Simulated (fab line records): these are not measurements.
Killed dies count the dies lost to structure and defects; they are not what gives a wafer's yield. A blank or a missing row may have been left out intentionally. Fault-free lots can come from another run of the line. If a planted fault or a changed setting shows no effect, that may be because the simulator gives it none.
fab line records | flow sky130 | part 2 of 2: steps 26 to 34 of 34
record lots=5 wafers=15 last-day=50
route steps=708 shown METAL1@449 VIA1@458
lots with no fault: from the same line, run without faults
start-h: hours from the record's first day to the start of the lot's first wafer shown | wait-h: hours elapsed since this lot's preceding step | " the same as in the row above | L1.1+2: one row covering several wafers at once | - no value present, or no start provided | * or withheld: withheld | < > ~ a bound
route shown NAME@n: names a module that has steps shown in the file, with the first one's number in the route | usual: mean/standard deviation taken from wafers without a fault | same: alike in all rows | chamber/n: place in a boat | sites: readings site by site | _std_site: the values' standard deviation | _edge_site: the outer-site mean with the inner-site mean subtracted | radius-mm: for every site, how far away it sits from the centre of the wafer | mask NAME#n: copy n | behind: tool/chamber where the wafer was last shaped | hold: why the lot was held/for how many hours/how that ended | device: names the non-switching transistor (n, p or np) | end of line: the tests these same wafers got at the end of their route | where a step has no rows: the recipe by itself | killed: not the wafer's yield, but the dies lost to structure and defects at the first sort | map: shows each die of a wafer: x if killed, . if not, _ if none is there
set.NAME: the run value of the setting; set.NAME@STEP: its run value at that earlier step | model.NAME: the simulator's own value behind a step, which no gauge read
lots at selected steps of the route; one table per step, one row per wafer
services: a tool's chamber out of use, with start hour (start-h, from the record's first day; less than 0 if before it), hours out, and reason
## steps
# step SKY_VIA1_STRIP_16
# recipe chemistry=O2/N2 power-w=1400 pressure-mtorr=1500 platen-temp-c=withheld o2-flow-sccm=3000 n2-flow-sccm=300 overash-fraction=0.5
# usual drypump-motor-current-A=5.6/0.64 oes-product-au=0.415/0.004 strip-time-to-endpoint-s=4.435/0.029
# same overash-fraction=0.5
# columns lot.wafer tool chamber start-h wait-h drypump-motor-current-A oes-product-au rf-hours-counter-h strip-time-to-endpoint-s
L075.3 plasma-asher-03 1 794.63 0.1 5.8 0.405 - 4.387
L075.4 " 0 " " 5.5 0.414 - 4.451
L075.6 " 1 " " 5.8 0.417 - 4.431
L082.1 plasma-asher-01 1 864.01 0.0 5.0 0.415 77 4.415
L082.2 " 0 " " 6.5 0.416 77 4.404
L082.5 " 0 " " 6.5 0.416 - 4.407
L083.2 plasma-asher-01 1 865.36 0.0 5.0 0.417 77 4.468
L083.3 " 1 " " 5.1 0.416 - 4.430
L083.6 " 0 " " 6.5 0.416 - 4.491
L093.2 plasma-asher-02 0 936.97 0.0 6.1 0.419 19 4.430
L093.4 " 0 " " 6.1 0.413 - 4.460
L093.5 " 0 " " 6.1 0.415 - 4.425
L097.1 plasma-asher-03 1 960.20 0.0 5.8 0.415 46 4.514
L097.4 " 1 " " 5.9 0.415 - 4.438
L097.6 " 0 " " 5.4 0.416 - 4.504
# step SKY_VIA1_STRIP_17
# recipe chemistry=post-etch-residue-remover time-s=1200 temp-c=72.5
# usual bath-heat-duty-pct=14.1/1.5
# columns lot.wafer tool chamber start-h wait-h bath-heat-duty-pct
L075.3 wet-bench-04 2 794.70 0.0 12.3
L075.4 " 2 " " 13.7
L075.6 " 2 " " 12.1
L082.1 wet-bench-04 1 864.11 0.1 16.8
L082.2 " 1 " " 18.0
L082.5 " 1 " " 16.1
L083.2 wet-bench-03 1 865.46 0.1 15.1
L083.3 " 1 " " 14.8
L083.6 " 1 " " 14.3
L093.2 wet-bench-04 2 937.07 0.1 12.6
L093.4 " 2 " " 13.2
L093.5 " 2 " " 13.1
L097.1 wet-bench-04 0 960.30 0.1 15.1
L097.4 " 0 " " 14.7
L097.6 " 0 " " 14.7
# step SKY_VIA1_CLEAN_18
# recipe chemistry=IPA time-s=180 temp-c=25
# usual bath-heat-duty-pct=6.2/0.82
# columns lot.wafer tool chamber start-h wait-h bath-heat-duty-pct
L075.3 wet-bench-01 0 795.38 0.0 7.1
L075.4 " 0 " " 6.6
L075.6 " 0 " " 6.3
L082.1 wet-bench-03 1 864.45 0.0 6.1
L082.2 " 1 " " 7.3
L082.5 " 1 " " 7.1
L083.2 wet-bench-04 1 865.80 0.0 6.8
L083.3 " 1 " " 6.5
L083.6 " 1 " " 7.4
L093.2 wet-bench-01 3 937.44 0.0 6.3
L093.4 " 3 " " 6.7
L093.5 " 3 " " 6.5
L097.1 wet-bench-03 1 960.64 0.0 6.5
L097.4 " 1 " " 7.2
L097.6 " 1 " " 6.3
# step SKY_VIA1_CLEAN_19
# recipe chemistry=O3/DIW dry=n2-spin
# columns lot.wafer tool chamber start-h wait-h
L075.3+4+6 wet-bench-03 1 795.44 0.0
L082.1+2+5 wet-bench-04 0 864.51 0.0
L083.2+3+6 wet-bench-04 3 865.86 0.0
L093.2+4+5 wet-bench-03 0 937.51 0.0
L097.1+4+6 wet-bench-01 2 960.70 0.0
# step SKY_VIA1_SPUTTER_20
# recipe material=TiN target-thk-nm=20 chamber-pressure-pa=5 power-w=4000 time-s=80
# usual cathode-dc-power-W=4000.0/0.74 throttle-valve-pct=29.8/0.58
# columns lot.wafer tool chamber start-h wait-h cathode-dc-power-W throttle-valve-pct
L075.3 pvd-sputter-01 - 795.54 0.0 3999.0 28.3
L075.4 " - " " 4000.2 30.0
L075.6 " - " " 3998.2 28.6
L082.1 pvd-sputter-02 - 864.60 0.0 3998.8 30.0
L082.2 " - " " 4000.1 30.4
L082.5 " - " " 3999.5 30.6
L083.2 pvd-sputter-01 - 865.95 0.0 3999.6 28.3
L083.3 " - " " 3998.7 30.0
L083.6 " - " " 3998.7 29.9
L093.2 pvd-sputter-01 - 937.63 0.0 4000.3 28.4
L093.4 " - " " 4001.2 30.2
L093.5 " - " " 4000.5 29.8
L097.1 pvd-sputter-01 - 960.79 0.0 3999.6 29.6
L097.4 " - " " 4000.1 30.1
L097.6 " - " " 3999.9 29.7
# step SKY_VIA1_CVD_21
# recipe material=W target-thk-nm=270 time-s=80.902 temp-c=400 pressure-torr=40
# usual chamber-pressure-Torr=40.00/0.085 heater-power-w=834/62 susceptor-temp-C=399.98/0.21
# columns lot.wafer tool chamber start-h wait-h chamber-pressure-Torr heater-power-w since-wet-clean-h susceptor-temp-C
L075.3 cvd-w-01 1 795.63 0.1 40.07 919 - 400.25
L075.4 " 0 " " 39.95 828 - 400.18
L075.6 " 1 " " 39.97 919 - 399.79
L082.1 cvd-w-02 1 864.66 0.0 39.94 810 961 399.98
L082.2 " 0 " " 40.19 764 961 400.08
L082.5 " 0 " " 40.10 760 - 400.14
L083.2 cvd-w-01 0 866.01 0.0 39.93 842 462 399.82
L083.3 " 0 " " 40.11 824 - 399.99
L083.6 " 1 " " 39.87 905 - 400.21
L093.2 cvd-w-02 0 937.69 0.0 39.96 737 20 399.93
L093.4 " 1 " " 40.11 876 - 400.41
L093.5 " 1 " " 40.12 895 - 400.24
L097.1 cvd-w-01 0 960.85 0.0 39.99 827 557 399.60
L097.4 " 1 " " 40.03 892 - 400.17
L097.6 " 0 " " 40.01 821 - 400.08
# step SKY_VIA1_RS_MEAS_22
# recipe thk-meas-gauge=four-point-probe reads=W_of_VIA1_CVD_21+TiN_of_VIA1_SPUTTER_20
# usual VIA1_W_RS=0.422/0.0095
# columns lot.wafer tool chamber start-h wait-h VIA1_W_RS[ohm/sq]
L075.3 film-metro-01 - 795.73 0.1 0.430
L075.4 " - " " 0.426
L075.6 " - " " 0.437
L082.1 film-metro-04 - 864.75 0.1 0.407
L082.2 " - " " 0.427
L082.5 " - " " 0.420
L083.2 film-metro-04 - 866.12 0.1 0.429
L083.3 " - " " 0.430
L083.6 " - " " 0.428
L093.2 film-metro-02 - 937.80 0.1 0.429
L093.4 " - " " 0.412
L093.5 " - " " 0.411
L097.1 film-metro-02 - 960.94 0.1 0.427
L097.4 " - " " 0.434
L097.6 " - " " 0.425
# step SKY_VIA1_THK_MEAS_23
# recipe thk-meas-gauge=xrf reads=W_of_VIA1_CVD_21
# usual VIA1_W_THK=268/6.2
# columns lot.wafer tool chamber start-h wait-h VIA1_W_THK[nm]
L075.3 film-metro-01 - 795.83 0.1 266
L075.4 " - " " 269
L075.6 " - " " 262
L082.1 film-metro-04 - 864.87 0.1 279
L082.2 " - " " 265
L082.5 " - " " 269
L083.2 film-metro-04 - 866.23 0.1 263
L083.3 " - " " 264
L083.6 " - " " 264
L093.2 film-metro-02 - 937.91 0.1 265
L093.4 " - " " 276
L093.5 " - " " 276
L097.1 film-metro-02 - 961.06 0.1 265
L097.4 " - " " 261
L097.6 " - " " 265
# step SKY_VIA1_CMP_24
# recipe stop-on=SiO2 t-overpolish-s=15 down-force-psi=3.5 platen-rpm=60 target-thk-nm=0 pad-velocity-m-s=0.94248
# usual motor-current-A=11.0/1.2 overpolish-run-s=15.000/0.0093 retaining-ring-pressure-frac=1.000/0.0045 time-to-endpoint-s=65/4.6
# columns lot.wafer tool chamber start-h wait-h motor-current-A overpolish-run-s retaining-ring-pressure-frac time-to-endpoint-s
L075.3 cmp-02 3 795.92 0.1 12.6 15.015 0.999 66
L075.4 " 1 " " 10.6 15.007 0.997 79
L075.6 " 2 " " 11.6 15.002 0.995 67
L082.1 cmp-02 3 865.03 0.1 12.3 15.017 1.004 62
L082.2 " 0 " " 10.6 15.014 1.000 60
L082.5 " 2 " " 11.6 14.999 0.996 64
L083.3 cmp-01 1 866.28 0.0 9.6 14.995 1.007 63
L083.2 " 0 " " 11.7 14.983 1.002 67
L083.6 " 2 " " 9.3 14.993 0.996 64
L093.2 cmp-02 1 938.01 0.1 11.0 15.004 0.999 67
L093.4 " 3 " " 13.3 15.005 1.001 61
L093.5 " 1 " " 11.1 14.996 0.994 70
L097.4 cmp-02 2 961.12 0.0 11.7 15.013 1.006 63
L097.1 " 0 " " 9.6 14.997 1.001 59
L097.6 " 2 " " 11.6 14.995 1.008 66
## services
# columns tool chamber start-h hours kind
krf-scanner-02 - 786.07 1.3 pm
rie-diel-02 - 788.04 15.6 pm
wet-bench-01 - 802.07 3.3 repair
rie-diel-04 0 806.76 10.0 repair
wet-bench-02 - 811.16 0.5 repair
krf-scanner-02 - 811.83 0.6 repair
krf-scanner-02 - 817.12 6.8 repair
rie-diel-02 0 820.57 6.0 repair
hdpcvd-02 - 826.77 1.5 repair
rie-diel-04 0 839.58 5.2 repair
krf-scanner-02 - 846.12 4.4 pm
plasma-asher-02 - 851.91 14.6 pm
krf-scanner-02 - 854.87 1.0 pm
rie-metal-02 - 855.15 3.3 repair
rie-metal-02 - 861.17 5.5 repair
pvd-sputter-01 - 866.47 1.9 repair
rie-diel-04 3 868.09 4.5 repair
pvd-sputter-01 - 870.52 12.4 repair
hdpcvd-02 1 881.63 2.7 repair
hdpcvd-02 0 883.87 7.5 repair
krf-scanner-02 - 888.81 0.8 pm
cmp-02 - 912.53 4.0 pm
cmp-02 - 946.04 0.3 repair
cmp-02 - 958.98 1.1 repair
